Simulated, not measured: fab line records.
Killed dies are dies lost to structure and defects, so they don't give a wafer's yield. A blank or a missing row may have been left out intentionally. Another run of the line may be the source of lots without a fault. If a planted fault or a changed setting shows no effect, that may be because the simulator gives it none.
Shared-tool check ; flow gf180mcu ; 13 lots and 39 wafers in the sample

## REASON FOR OPENING
Of 13 lots, 2 have the reading MVSD_TW flagged at GF_MVSD_TW_MEAS_11. No-fault wafers: 1568, standard deviation 9.3.
Rule: a lot gets a flag if all its wafers with a number sit over 4 standard deviations from that mean, or if no wafer of it has a number. All remaining lots are regarded as sound.

lot;measured;on;MVSD_TW, wafer by wafer;flag
L692;day 4 16:48;film metro-04;1568 1569 1570;
L694;day 5 07:10;film metro-04;1551 1562 1555;
L695;day 5 12:58;film metro-04;1567 1551 1554;
L696;day 5 19:07;film metro-02;1568 1559 1554;
L697;day 5 22:41;film metro-02;1559 1547 1564;
L699;day 6 12:52;film metro-04;1577 1582 1572;
L700;day 6 18:10;film metro-03;1578 1587 1581;
L701;day 7 01:08;film metro-03;1576 1572 1572;
L708;day 8 16:09;film metro-04;1478 1485 1484;FLAGGED
L711;day 9 10:37;film metro-04;1481 1487 1489;FLAGGED
L712;day 9 17:34;film metro-04;1568 1565 1568;
L714;day 10 06:46;film metro-04;1572 1573 1568;
L715;day 10 11:26;film metro-02;1574 1562 1560;
The mean of the flagged lots' numbers is 1484, -84 from the usual (-9 standard deviations).

## WHICH TOOL EACH LOT WENT THROUGH
The record holds 1 process step before the reading, out of a route of 602 steps. Each cell gives the tool, then ch followed by the chambers the sampled wafers passed through, then the start.
lot;flag;GF_MVSD_IMPLANT_08
L692;;implanter-02 ch 0, day 4 16:25
L694;;implanter-02 ch 0, day 5 06:46
L695;;implanter-03 ch 0, day 5 12:34
L696;;implanter-04 ch 0, day 5 18:43
L697;;implanter-04 ch 0, day 5 22:17
L699;;implanter-04 ch 0, day 6 12:28
L700;;implanter-02 ch 0, day 6 17:47
L701;;implanter-02 ch 0, day 7 00:44
L708;FLAGGED;implanter-02 ch 0, day 8 15:47
L711;FLAGGED;implanter-02 ch 0, day 9 10:13
L712;;implanter-04 ch 0, day 9 17:10
L714;;implanter-03 ch 0, day 10 06:22
L715;;implanter-03 ch 0, day 10 11:04
What is done by these steps:
- GF_MVSD_IMPLANT_08
- GF_MVSD_TW_MEAS_11

## FLAGGED OVER TOTAL, TOOL BY TOOL (the gauges that took the reading come last)
step;tool;lots run;flagged;share of the flagged lots;sound lots run after its first flagged lot
GF_MVSD_IMPLANT_08;implanter-02;6;2;all;0
GF_MVSD_IMPLANT_08;implanter-03;3;0;none;-
GF_MVSD_IMPLANT_08;implanter-04;4;0;none;-
GF_MVSD_TW_MEAS_11;film metro-02;3;0;none;-
GF_MVSD_TW_MEAS_11;film metro-03;2;0;none;-
GF_MVSD_TW_MEAS_11;film metro-04;8;2;all;2 (L712,L714)

## WHAT IS ALLOWED BY THE TABLE
Table rows that saw every flagged lot: 2, namely implanter-02 at GF_MVSD_IMPLANT_08 and film metro-04 at GF_MVSD_TW_MEAS_11.
- implanter-02 at GF_MVSD_IMPLANT_08: 2 of its 6 lots flagged. A fault beginning between L701 (day 7 00:44), its last sound lot, and L708 (day 8 15:47), its first flagged one, fits the data. Its own readings lie more than 4 standard deviations out on every wafer of the flagged lots: dose ions cm2, faraday current uA.
- film metro-04 at GF_MVSD_TW_MEAS_11: 2 of its 8 lots flagged. Sound lots ran on it after the first flagged one (L712, L714), which a lasting fault on the whole tool wouldn't allow.
Just one tool remains: implanter-02 at GF_MVSD_IMPLANT_08.

## WHAT THE SIMULATOR PUT IN
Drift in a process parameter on implanter-02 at GF_MVSD_IMPLANT_08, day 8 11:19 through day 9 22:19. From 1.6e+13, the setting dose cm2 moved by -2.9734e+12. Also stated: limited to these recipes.
Lots struck among those shown: L708, L711. Same finding as the rule above.
